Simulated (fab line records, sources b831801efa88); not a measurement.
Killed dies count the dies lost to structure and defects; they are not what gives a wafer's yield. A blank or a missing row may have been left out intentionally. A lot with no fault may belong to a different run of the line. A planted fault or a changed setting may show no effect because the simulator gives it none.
fab line records ; flow sky130
record lots=14; wafers=42; last_day=50
route steps=708 shown METAL1@452 VIA1@460
lots untouched by any fault: they come from a run of this same line in which no faults occurred
start_h: hours from the record's first day to the start of the lot's first wafer shown ; wait_h: how many hours have passed since the lot's step before this one ; " identical to the entry in the row above ; L1.1+2: several wafers, shown together as one row ; - no value present, or no start provided ; * or withheld: withheld ; < > ~ a bound
route shown NAME@n: names a module that has steps shown in the file, with the first one's number in the route ; usual: mean/standard deviation taken from wafers without a fault ; same: alike in all rows ; chamber/n: place in a boat ; sites: per-site readings ; _std_site: how widely they spread, as a standard deviation ; _edge_site: the outer-site mean with the inner-site mean subtracted ; radius_mm: how far each site lies from the wafer's centre ; mask NAME#n: copy n ; behind: tool/chamber where the wafer was last shaped ; hold: reason for holding the lot/hours on hold/outcome of the hold ; device: transistor that didn't switch, given as n, p or np ; end of line: the same wafers' tests at the end of the route ; where a step has no rows: the recipe by itself ; killed: the dies lost at the first sort to structure and to defects; this is not the yield of the wafer ; map: shows each die of a wafer: x if killed, . if not, _ if none is there
set.NAME: the setting as run; set.NAME@STEP: as run at that earlier step ; model.NAME: the simulator's own value behind a step, which no gauge read
a sample of lots followed through the steps of the route, with each step as a table and each wafer as a row
services: from which hour (start_h, from the record's first day; less than 0 if before it) a tool's chamber was out of use, for how many hours, and why
## steps
# step SKY_METAL1_ETCH_18
# recipe chemistry=N2/H2; target=BARC; ion_energy_ev=200; bias_w=96.78; pressure_mtorr=30; n2_flow_sccm=100; h2_flow_sccm=200; icp_w=500; stop_on=SiO2; time_s=45.9; target_depth_a=600
# usual drypump_motor_current_A=6.0/0.45; oes_product_au=0.854/0.0048; throttle_valve_pct=13.224/0.01
lot.wafer;tool;chamber;start_h;wait_h;drypump_motor_current_A;oes_product_au;rf_hours_counter_h;throttle_valve_pct
L774.3;rie_metal-02;1;761.14;0.0;5.4;0.848;-;13.219
L774.5;rie_metal-02;1;761.14;0.0;5.4;0.852;-;13.247
L774.6;rie_metal-02;0;761.14;0.0;6.2;0.848;-;13.222
L775.1;rie_metal-01;1;774.56;0.0;5.3;0.855;17;13.220
L775.2;rie_metal-01;0;774.56;0.0;6.8;0.856;1;13.223
L775.5;rie_metal-01;1;774.56;0.0;5.3;0.854;-;13.224
L776.2;rie_metal-02;0;776.75;0.0;6.2;0.856;11;13.211
L776.3;rie_metal-02;1;776.75;0.0;5.4;0.847;-;13.215
L776.5;rie_metal-02;0;776.75;0.0;6.2;0.854;-;13.219
L777.1;rie_metal-04;1;788.71;0.0;6.3;0.848;4;13.223
L777.4;rie_metal-04;0;788.71;0.0;6.1;0.855;-;13.227
L777.5;rie_metal-04;1;788.71;0.0;6.3;0.849;-;13.201
L778.1;rie_metal-04;0;791.40;0.0;6.1;0.853;13;13.232
L778.2;rie_metal-04;1;791.40;0.0;6.3;0.848;4;13.232
L778.5;rie_metal-04;0;791.40;0.0;6.1;0.856;-;13.214
L779.1;rie_metal-02;0;818.70;0.0;6.2;0.850;12;13.229
L779.2;rie_metal-02;1;818.70;0.0;5.4;0.853;4;13.233
L779.6;rie_metal-02;1;818.70;0.0;5.4;0.847;-;13.225
L782.3;rie_metal-02;1;827.28;0.0;5.5;0.856;-;13.228
L782.5;rie_metal-02;0;827.28;0.0;6.2;0.852;-;13.239
L782.6;rie_metal-02;1;827.28;0.0;5.4;0.846;-;13.208
L785.1;rie_metal-04;0;872.35;0.0;6.1;0.861;0;13.225
L785.2;rie_metal-04;1;872.35;0.0;6.2;0.856;7;13.224
L785.3;rie_metal-04;1;872.35;0.0;6.3;0.855;-;13.219
L787.1;rie_metal-01;0;875.16;0.0;6.8;0.860;5;13.207
L787.3;rie_metal-01;0;875.16;0.0;6.8;0.859;-;13.231
L787.4;rie_metal-01;1;875.16;0.0;5.3;0.860;-;13.203
L792.2;rie_metal-04;0;902.42;0.0;6.1;0.854;2;13.229
L792.5;rie_metal-04;0;902.42;0.0;6.1;0.855;-;13.219
L792.6;rie_metal-04;1;902.42;0.0;6.2;0.857;-;13.210
L793.1;rie_metal-02;0;907.52;0.0;6.2;0.850;16;13.232
L793.2;rie_metal-02;1;907.52;0.0;5.5;0.847;8;13.232
L793.4;rie_metal-02;0;907.52;0.0;6.2;0.853;-;13.235
L796.3;rie_metal-02;1;933.92;0.0;5.5;0.852;-;13.238
L796.4;rie_metal-02;0;933.92;0.0;6.2;0.850;-;13.227
L796.5;rie_metal-02;0;933.92;0.0;6.2;0.851;-;13.212
L795.3;rie_metal-01;0;934.27;0.0;6.8;0.857;-;13.217
L795.4;rie_metal-01;1;934.27;0.0;5.3;0.853;-;13.218
L795.5;rie_metal-01;1;934.27;0.0;5.3;0.845;-;13.232
L797.2;rie_metal-04;0;936.86;0.0;6.1;0.857;3;13.236
L797.3;rie_metal-04;1;936.86;0.0;6.2;0.858;-;13.238
L797.4;rie_metal-04;0;936.86;0.0;6.1;0.863;-;13.220
# step SKY_METAL1_METAL_ETCH_19
# recipe target_depth_a=3600; stop_on=SiO2; over_etch_frac=0.3; time_s=78; chemistry=Cl2/BCl3; resist_sidewall_deg=88; pressure_mtorr=10; icp_w=900; bias_w=48.5; Cl2_flow_sccm=60; bcl3_flow_sccm=30
# usual drypump_motor_current_A=6.0/0.45; oes_product_au=0.854/0.0055; throttle_valve_pct=22.265/0.0093
lot.wafer;tool;chamber;start_h;wait_h;drypump_motor_current_A;oes_product_au;rf_hours_counter_h;throttle_valve_pct
L774.3;rie_metal-02;1;761.21;0.1;5.4;0.840;-;22.256
L774.5;rie_metal-02;1;761.21;0.1;5.4;0.850;-;22.268
L774.6;rie_metal-02;0;761.21;0.1;6.2;0.856;-;22.258
L775.1;rie_metal-01;1;774.62;0.0;5.3;0.851;17;22.254
L775.2;rie_metal-01;0;774.62;0.0;6.7;0.857;1;22.282
L775.5;rie_metal-01;1;774.62;0.0;5.3;0.859;-;22.272
L776.2;rie_metal-02;0;776.81;0.0;6.2;0.861;11;22.274
L776.3;rie_metal-02;1;776.81;0.0;5.4;0.855;-;22.262
L776.5;rie_metal-02;0;776.81;0.0;6.2;0.843;-;22.260
L777.1;rie_metal-04;1;788.77;0.0;6.3;0.863;4;22.264
L777.4;rie_metal-04;0;788.77;0.0;6.1;0.861;-;22.256
L777.5;rie_metal-04;1;788.77;0.0;6.2;0.855;-;22.285
L778.1;rie_metal-04;0;791.46;0.0;6.1;0.862;13;22.269
L778.2;rie_metal-04;1;791.46;0.0;6.2;0.862;4;22.272
L778.5;rie_metal-04;0;791.46;0.0;6.1;0.858;-;22.278
L779.1;rie_metal-02;0;818.76;0.0;6.2;0.851;12;22.261
L779.2;rie_metal-02;1;818.76;0.0;5.4;0.845;4;22.268
L779.6;rie_metal-02;1;818.76;0.0;5.4;0.845;-;22.270
L782.3;rie_metal-02;1;827.35;0.1;5.4;0.854;-;22.271
L782.5;rie_metal-02;0;827.35;0.1;6.2;0.855;-;22.272
L782.6;rie_metal-02;1;827.35;0.1;5.4;0.852;-;22.250
L785.1;rie_metal-04;0;872.41;0.0;6.1;0.859;0;22.254
L785.2;rie_metal-04;1;872.41;0.0;6.2;0.858;8;22.259
L785.3;rie_metal-04;1;872.41;0.0;6.2;0.841;-;22.268
L787.1;rie_metal-01;0;875.22;0.0;6.8;0.855;5;22.256
L787.3;rie_metal-01;0;875.22;0.0;6.8;0.846;-;22.287
L787.4;rie_metal-01;1;875.22;0.0;5.3;0.857;-;22.274
L792.2;rie_metal-04;0;902.48;0.0;6.1;0.870;2;22.283
L792.5;rie_metal-04;0;902.48;0.0;6.1;0.860;-;22.274
L792.6;rie_metal-04;1;902.48;0.0;6.2;0.857;-;22.266
L793.1;rie_metal-02;0;907.58;0.0;6.2;0.857;16;22.263
L793.2;rie_metal-02;1;907.58;0.0;5.4;0.859;8;22.259
L793.4;rie_metal-02;0;907.58;0.0;6.2;0.854;-;22.270
L796.3;rie_metal-02;1;933.99;0.1;5.4;0.851;-;22.269
L796.4;rie_metal-02;0;933.99;0.1;6.2;0.853;-;22.265
L796.5;rie_metal-02;0;933.99;0.1;6.2;0.856;-;22.261
L795.3;rie_metal-01;0;934.34;0.1;6.8;0.843;-;22.267
L795.4;rie_metal-01;1;934.34;0.1;5.3;0.853;-;22.264
L795.5;rie_metal-01;1;934.34;0.1;5.3;0.861;-;22.256
L797.2;rie_metal-04;0;936.92;0.0;6.1;0.859;3;22.263
L797.3;rie_metal-04;1;936.92;0.0;6.3;0.846;-;22.280
L797.4;rie_metal-04;0;936.92;0.0;6.1;0.849;-;22.271
# step SKY_VIA1_CMP_02
# recipe material=SiO2; down_force_psi=4; platen_rpm=60; pad_velocity_m_s=0.94248
# usual motor_current_A=12.5/0.73
lot.wafer;tool;chamber;start_h;wait_h;motor_current_A
L774.3;cmp-02;2;762.09;0.1;12.5
L774.5;cmp-02;1;762.09;0.1;11.9
L774.6;cmp-02;2;762.09;0.1;12.7
L775.1;cmp-02;0;775.52;0.1;11.6
L775.2;cmp-02;2;775.52;0.1;13.2
L775.5;cmp-02;3;775.52;0.1;13.5
L776.2;cmp-02;3;777.66;0.0;13.1
L776.3;cmp-02;0;777.66;0.0;11.2
L776.5;cmp-02;3;777.66;0.0;13.2
L777.4;cmp-02;1;789.66;0.0;11.6
L777.1;cmp-02;3;789.66;0.0;13.1
L777.5;cmp-02;1;789.66;0.0;12.7
L778.2;cmp-01;1;792.55;0.1;12.2
L778.1;cmp-01;2;792.55;0.1;13.7
L778.5;cmp-01;0;792.55;0.1;12.8
L779.1;cmp-02;1;819.78;0.2;12.5
L779.2;cmp-02;2;819.78;0.2;12.5
L779.6;cmp-02;1;819.78;0.2;12.5
L782.3;cmp-02;3;828.22;0.1;13.1
L782.6;cmp-02;2;828.22;0.1;12.9
L782.5;cmp-02;3;828.22;0.1;13.1
L785.1;cmp-02;2;873.30;0.1;12.3
L785.3;cmp-02;3;873.30;0.1;13.3
L785.2;cmp-02;0;873.30;0.1;11.9
L787.1;cmp-02;3;876.08;0.1;13.4
L787.4;cmp-02;0;876.08;0.1;11.1
L787.3;cmp-02;1;876.08;0.1;12.2
L792.2;cmp-01;0;903.43;0.1;11.9
L792.6;cmp-01;3;903.43;0.1;13.2
L792.5;cmp-01;0;903.43;0.1;12.3
L793.4;cmp-02;3;908.53;0.1;13.5
L793.2;cmp-02;0;908.53;0.1;11.7
L793.1;cmp-02;1;908.53;0.1;12.0
L796.3;cmp-01;1;934.98;0.1;12.9
L796.4;cmp-01;3;934.98;0.1;13.8
L796.5;cmp-01;1;934.98;0.1;13.2
L795.3;cmp-02;0;935.25;0.1;11.5
L795.4;cmp-02;2;935.25;0.1;11.7
L795.5;cmp-02;1;935.25;0.1;12.4
L797.4;cmp-02;2;937.78;0.0;12.5
L797.3;cmp-02;3;937.78;0.0;13.5
L797.2;cmp-02;0;937.78;0.0;11.4
# step SKY_VIA1_STRIP_16
# recipe chemistry=O2/N2; power_w=1400; pressure_mtorr=1500; platen_temp_c=withheld; o2_flow_sccm=3000; n2_flow_sccm=300; overash_fraction=0.5
# usual chamber_pressure_mTorr=1500.1/1.4; drypump_motor_current_A=5.75/0.25; oes_product_au=0.416/0.0045; overash_fraction=0.5/0; strip_time_to_endpoint_s=4.462/0.025
lot.wafer;tool;chamber;start_h;wait_h;chamber_pressure_mTorr;drypump_motor_current_A;oes_product_au;overash_fraction;rf_hours_counter_h;strip_time_to_endpoint_s
L774.3;plasma_asher-04;0;789.81;0.1;1498.3;6.24;0.415;0.5;-;4.496
L774.5;plasma_asher-04;1;789.81;0.1;1500.8;5.79;0.415;0.5;-;4.503
L774.6;plasma_asher-04;0;789.81;0.1;1500.0;6.23;0.415;0.5;-;4.502
L775.1;plasma_asher-02;0;802.49;0.0;1499.4;5.61;0.425;0.5;60;4.532
L775.2;plasma_asher-02;1;802.49;0.0;1499.7;5.50;0.426;0.5;60;4.465
L775.5;plasma_asher-02;0;802.49;0.0;1501.5;5.63;0.418;0.5;-;4.490
L776.2;plasma_asher-01;1;804.50;0.0;1499.4;5.84;0.414;0.5;40;4.439
L776.3;plasma_asher-01;1;804.50;0.0;1502.9;5.87;0.416;0.5;-;4.491
L776.5;plasma_asher-01;1;804.50;0.0;1499.6;5.84;0.417;0.5;-;4.440
L777.1;plasma_asher-02;0;816.19;0.0;1500.9;5.62;0.421;0.5;60;4.434
L777.4;plasma_asher-02;0;816.19;0.0;1500.3;5.64;0.408;0.5;-;4.434
L777.5;plasma_asher-02;1;816.19;0.0;1499.9;5.50;0.426;0.5;-;4.480
L778.1;plasma_asher-02;1;819.73;0.0;1499.1;5.49;0.414;0.5;61;4.481
L778.2;plasma_asher-02;0;819.73;0.0;1499.8;5.61;0.418;0.5;61;4.466
L778.5;plasma_asher-02;1;819.73;0.0;1501.2;5.50;0.417;0.5;-;4.478
L779.1;plasma_asher-01;1;845.33;0.0;1499.0;5.81;0.420;0.5;44;4.427
L779.2;plasma_asher-01;0;845.33;0.0;1500.8;5.61;0.424;0.5;44;4.452
L779.6;plasma_asher-01;1;845.33;0.0;1501.5;5.86;0.416;0.5;-;4.440
L782.3;plasma_asher-01;1;855.31;0.1;1500.1;5.84;0.410;0.5;-;4.509
L782.5;plasma_asher-01;1;855.31;0.1;1501.3;5.86;0.422;0.5;-;4.513
L782.6;plasma_asher-01;0;855.31;0.1;1499.5;5.63;0.417;0.5;-;4.511
L785.1;plasma_asher-04;1;899.31;0.0;-;-;-;-;-;-
L785.2;plasma_asher-04;0;899.31;0.0;-;-;-;-;-;-
L785.3;plasma_asher-04;1;899.31;0.0;-;-;-;-;-;-
L787.1;plasma_asher-02;0;902.01;0.0;-;-;-;-;-;-
L787.3;plasma_asher-02;1;902.01;0.0;-;-;-;-;-;-
L787.4;plasma_asher-02;0;902.01;0.0;-;-;-;-;-;-
L792.2;plasma_asher-04;0;928.45;0.0;1497.6;6.20;0.412;0.5;114;4.473
L792.5;plasma_asher-04;1;928.45;0.0;1502.0;5.78;0.418;0.5;-;4.475
L792.6;plasma_asher-04;0;928.45;0.0;1497.9;6.22;0.415;0.5;-;4.447
L793.1;plasma_asher-01;1;934.03;0.0;1499.8;5.85;0.414;0.5;51;4.433
L793.2;plasma_asher-01;0;934.03;0.0;1500.5;5.60;0.420;0.5;51;4.447
L793.4;plasma_asher-01;1;934.03;0.0;1501.0;5.82;0.413;0.5;-;4.470
L796.3;plasma_asher-02;0;959.58;0.1;1500.9;5.62;0.417;0.5;-;4.483
L796.4;plasma_asher-02;1;959.58;0.1;1500.5;5.50;0.422;0.5;-;4.469
L796.5;plasma_asher-02;0;959.58;0.1;1497.9;5.62;0.417;0.5;-;4.465
L795.3;plasma_asher-04;0;959.93;0.1;1500.7;6.24;0.421;0.5;-;4.459
L795.4;plasma_asher-04;1;959.93;0.1;1498.9;5.79;0.415;0.5;-;4.418
L795.5;plasma_asher-04;1;959.93;0.1;1500.2;5.78;0.409;0.5;-;4.478
L797.2;plasma_asher-02;1;963.11;0.0;1497.3;5.47;0.418;0.5;76;4.450
L797.3;plasma_asher-02;0;963.11;0.0;1500.8;5.63;0.419;0.5;-;4.460
L797.4;plasma_asher-02;1;963.11;0.0;1497.5;5.47;0.424;0.5;-;4.436
## services
tool;chamber;start_h;hours;kind
plasma_asher-02;-;739.98;1.3;repair
cmp-02;-;747.22;4.0;pm
cmp-02;-;751.22;-;consumable_replace:conditioner
cmp-02;-;751.22;-;consumable_replace:pad
cmp-02;-;752.79;2.1;repair
rie_metal-04;-;771.30;1.4;pm
rie_metal-01;1;788.47;-;clean
rie_metal-01;1;788.47;16.0;scheduled_down
rie_metal-01;1;788.47;16.0;vent_cycle
cmp-02;-;790.23;0.8;repair
rie_metal-02;-;824.26;1.4;pm
rie_metal-04;0;834.89;-;clean
rie_metal-04;0;834.89;21.4;scheduled_down
rie_metal-04;0;834.89;21.4;vent_cycle
cmp-01;-;854.48;3.1;repair
cmp-01;-;858.35;5.7;pm
cmp-02;-;889.81;1.9;repair
plasma_asher-01;-;901.30;12.1;repair
plasma_asher-04;-;903.41;7.3;repair
cmp-01;-;912.29;4.0;pm
cmp-02;-;913.94;2.0;repair
cmp-02;-;930.03;0.5;repair
cmp-01;-;943.91;1.9;repair
cmp-01;-;951.30;1.7;repair
## key
first_sign step=SKY_VIA1_STRIP_16; reading=tool_record; direction=missing
effect none on later readings
met_at SKY_VIA1_STRIP_16
struck_lots L785,L787
later_rows_left_out L785.1,L785.2,L785.3,L787.1,L787.3,L787.4
sort_left_out L785.1,L785.2,L785.3,L787.1,L787.3,L787.4
not_acting_at SKY_METAL1_ETCH_18,SKY_METAL1_METAL_ETCH_19,SKY_VIA1_CMP_02
onset_between 819.73 899.31
fault kind=skipped_step_whole; tool=plasma_asher-02,plasma_asher-04; chamber=-; onset_h=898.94; steps=SKY_VIA1_STRIP_16; scope=struck_lots_only
# sort_left_out: the simulated sort isn't trusted on such a fault, so these wafers' sort isn't shown, and their yield isn't known
# later_rows_left_out: the simulator's readings of these wafers behind a module that went badly wrong aren't trusted and aren't shown, but for the sort
